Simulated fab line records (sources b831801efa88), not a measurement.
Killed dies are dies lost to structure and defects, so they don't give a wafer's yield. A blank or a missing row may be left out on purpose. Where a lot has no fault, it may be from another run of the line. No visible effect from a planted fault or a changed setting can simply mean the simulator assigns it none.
Which tool was responsible? ; flow sky130 ; 72 wafers from 24 lots sampled at 4 of the route's 708 steps

== WHAT THE GAUGES SHOWED, per wafer ==
SKY_VT_ADJUST_NCORE_OVL_MEAS_08.
lot;measured;on;VT_ADJUST_NCORE_OVL (nm)
L074;day 8 16:59;overlay-02;1.8 3.4 1.0
L075;day 9 00:49;overlay-02;2.5 2.4 1.9
L076;day 9 04:08;overlay-01;1.0 1.0 2.7
L077;day 9 08:54;overlay-01;0.0 0.0 1.2
L078;day 9 19:51;overlay-01;-1.0 1.8 -2.6
L079;day 9 23:57;overlay-01;0.9 1.2 2.0
L080;day 10 06:06;overlay-01;3.9 3.5 2.6
L081;day 10 12:38;overlay-01;0.1 0.3 1.1
L082;day 11 01:09;overlay-02;0.1 -0.1 0.5
L083;day 11 05:33;overlay-01;3.3 1.2 2.0
L084;day 11 15:05;overlay-01;0.4 0.1 -0.9
L085;day 11 17:21;overlay-02;1.1 0.4 1.9
L086;day 12 03:47;overlay-02;-0.1 1.0 0.4
L087;day 12 08:52;overlay-01;-0.1 1.7 1.5
L088;day 12 16:25;overlay-01;-0.2 -1.1 -2.6
L089;day 12 22:22;overlay-02;-0.1 0.8 1.7
L090;day 13 06:36;overlay-01;2.0 -0.2 -0.2
L091;day 13 15:01;overlay-01;-1.7 -0.2 1.7
L092;day 13 23:19;overlay-02;-1.1 0.6 0.6
L093;day 14 03:15;overlay-01;0.4 1.1 1.1
L094;day 14 11:50;overlay-01;0.4 -0.3 1.9
L095;day 14 18:19;overlay-01;-0.9 0.1 0.9
L096;day 15 00:40;overlay-02;0.7 1.4 2.1
L097;day 15 04:59;overlay-02;1.2 1.2 1.3

SKY_POLY_GATE_THK_MEAS_01.
lot;measured;on;POLY_GATE_CVD_00_THK (nm)
L074;day 14 04:15;filmMetro-03;181.1 180.5 183.3
L075;day 14 13:23;filmMetro-03;182.7 182.1 182.4
L076;day 14 19:22;filmMetro-03;181.5 182.3 179.1
L077;day 15 00:28;filmMetro-03;183.0 181.2 182.3
L078;day 15 11:01;filmMetro-03;178.1 178.8 178.3
L079;day 15 15:59;filmMetro-04;180.2 178.3 179.4
L080;day 15 23:46;filmMetro-02;181.6 179.0 181.4
L081;day 16 08:20;filmMetro-03;179.4 179.8 179.9
L082;day 17 00:45;filmMetro-02;180.0 179.4 180.1
L083;day 17 03:40;filmMetro-04;182.0 180.0 180.2
L084;day 17 13:49;filmMetro-03;180.3 180.8 180.8
L085;day 17 19:51;filmMetro-04;179.9 179.1 180.5
L086;day 18 09:41;filmMetro-02;180.3 181.2 181.9
L087;day 18 16:14;filmMetro-04;180.2 180.5 180.2
L088;day 19 00:14;filmMetro-03;179.8 183.0 182.0
L089;day 19 10:13;filmMetro-04;181.9 179.7 181.3
L090;day 19 18:09;filmMetro-04;179.7 180.4 181.0
L091;day 20 05:25;filmMetro-04;181.0 180.4 180.6
L092;day 20 14:14;filmMetro-04;178.6 179.0 180.0
L093;day 20 18:50;filmMetro-03;180.3 179.7 179.7
L094;day 21 05:07;filmMetro-04;181.9 179.9 181.5
L095;day 21 11:20;filmMetro-03;181.2 181.6 180.1
L096;day 21 19:05;filmMetro-02;180.9 179.4 178.7
L097;day 21 22:14;filmMetro-03;180.1 179.4 177.7

SKY_POLY_GATE_OVL_MEAS_14.
lot;measured;on;POLY_GATE_OVL (nm)
L074;day 16 13:05;overlay-01;2 -2 1
L075;day 16 23:39;overlay-02;7 -5 -2
L076;day 17 05:26;overlay-01;-3 7 7
L077;day 17 12:41;overlay-02;3 -4 7
L078;day 17 22:50;overlay-02;1 -5 1
L079;day 18 04:10;overlay-01;4 3 2
L080;day 18 12:42;overlay-01;-3 0 8
L081;day 18 22:38;overlay-01;5 1 6
L082;day 19 16:25;overlay-02;0 0 3
L083;day 19 17:25;overlay-01;4 -1 -1
L084;day 20 04:27;overlay-02;0 -3 -4
L085;day 20 11:22;overlay-01;3 6 6
L086;day 21 00:03;overlay-02;-3 -1 -6
L087;day 21 07:21;overlay-02;7 4 -6
L088;day 21 15:49;overlay-02;5 -8 7
L089;day 22 02:10;overlay-02;-1 0 0
L090;day 22 08:33;overlay-01;6 3 0
L091;day 22 21:43;overlay-02;-3 -4 2
L092;day 23 05:44;overlay-02;4 0 2
L093;day 23 09:37;overlay-02;11 0 -2
L094;day 23 19:45;overlay-01;1 0 1
L095;day 24 02:30;overlay-02;9 -1 11
L096;day 24 08:42;overlay-01;-1 8 3
L097;day 24 12:08;overlay-01;6 7 -1

== EACH LOT AND THE TOOL THAT RAN IT (in order: tool; ch and the chambers of the sampled wafers; start) ==
lot;SKY_VT_ADJUST_LVTN_STRIP_20
L074;plasmaAsher-01 ch 0,1, day 7 20:16
L075;plasmaAsher-02 ch 0,1, day 8 03:24
L076;plasmaAsher-01 ch 0,1, day 8 06:28
L077;plasmaAsher-01 ch 0,1, day 8 11:28
L078;plasmaAsher-03 ch 0,1, day 8 22:01
L079;plasmaAsher-02 ch 0,1, day 9 01:36
L080;plasmaAsher-02 ch 0,1, day 9 07:31
L081;plasmaAsher-01 ch 0,1, day 9 13:57
L082;plasmaAsher-02 ch 0,1, day 10 02:06
L083;plasmaAsher-03 ch 0,1, day 10 06:39
L084;plasmaAsher-03 ch 0,1, day 10 15:49
L085;plasmaAsher-03 ch 1, day 10 18:10
L086;plasmaAsher-02 ch 0,1, day 11 04:25
L087;plasmaAsher-01 ch 0,1, day 11 09:12
L088;plasmaAsher-03 ch 0,1, day 11 16:43
L089;plasmaAsher-03 ch 0,1, day 11 22:18
L090;plasmaAsher-03 ch 0,1, day 12 06:04
L091;plasmaAsher-02 ch 0,1, day 12 14:02
L092;plasmaAsher-02 ch 0,1, day 12 22:07
L093;plasmaAsher-02 ch 0,1, day 13 01:37
L094;plasmaAsher-03 ch 0,1, day 13 09:43
L095;plasmaAsher-03 ch 0,1, day 13 16:06
L096;plasmaAsher-03 ch 0,1, day 13 22:11
L097;plasmaAsher-02 ch 0,1, day 14 03:22
- SKY_VT_ADJUST_LVTN_STRIP_20: strips in O2/N2.

== WHAT THE TOOLS THEMSELVES READ (means of the sampled wafers that have a number; where no wafer has one, the mark that the record gives instead) ==
SKY_VT_ADJUST_LVTN_STRIP_20.
lot;tool;chamberPressureMTorr (mTorr);drypumpMotorCurrentA (A);oesProductAu (a.u.);stripTimeToEndpointS (s)
L074;plasmaAsher-01;1499.4;5.3;0.717;14.23
L075;plasmaAsher-02;1499.0;6.1;0.716;14.25
L076;plasmaAsher-01;1499.7;5.4;0.720;14.15
L077;plasmaAsher-01;1500.7;5.4;0.718;14.20
L078;plasmaAsher-03;1500.3;5.5;0.716;14.20
L079;plasmaAsher-02;1500.4;5.8;0.718;14.16
L080;plasmaAsher-02;1499.0;5.8;0.714;14.18
L081;plasmaAsher-01;1499.4;5.3;0.710;14.22
L082;plasmaAsher-02;1500.8;6.1;0.715;14.20
L083;plasmaAsher-03;1500.8;5.4;0.720;14.18
L084;plasmaAsher-03;1499.2;5.4;0.715;14.17
L085;plasmaAsher-03;1500.0;4.9;0.713;14.17
L086;plasmaAsher-02;1500.9;5.8;0.708;14.14
L087;plasmaAsher-01;1501.3;5.1;0.719;14.15
L088;plasmaAsher-03;1500.2;5.4;0.718;14.12
L089;plasmaAsher-03;1499.7;5.4;0.714;14.15
L090;plasmaAsher-03;1499.3;5.4;0.717;14.24
L091;plasmaAsher-02;1499.8;5.8;0.713;14.17
L092;plasmaAsher-02;1500.2;6.1;0.715;14.21
L093;plasmaAsher-02;1499.8;6.2;0.712;14.14
L094;plasmaAsher-03;1499.2;6.0;0.718;14.16
L095;plasmaAsher-03;1499.9;5.4;0.719;14.17
L096;plasmaAsher-03;1500.5;5.9;0.711;14.13
L097;plasmaAsher-02;1499.9;6.1;0.719;14.14

== THE ANSWER, worked out from the rows above alone ==
Rule: usual is defined by the lots themselves. Put in order of their means at a reading, lots are off if they are a third of the lots or fewer, leave a main group of 4 or more, and stand apart from it by a gap of 3 or more times the standard deviation of the main group's means; of several such gaps the widest counts. Not used: any main group whose means are identical at the precision the tables above print for the reading. Also off: a lot with no number at a reading for which 4 or more lots have one. The other lots that the step has rows for count as sound. First the gauges in route order, then the tools' own readings, where a lot's mean is used as printed above. The first step at which some lot is off is used, and at that step the reading that is off furthest; a lot without a number counts as furthest.
No lot is off on any of the readings shown, so nothing can be concluded from this.

== WHAT THE SIMULATOR HAD PUT IN ==
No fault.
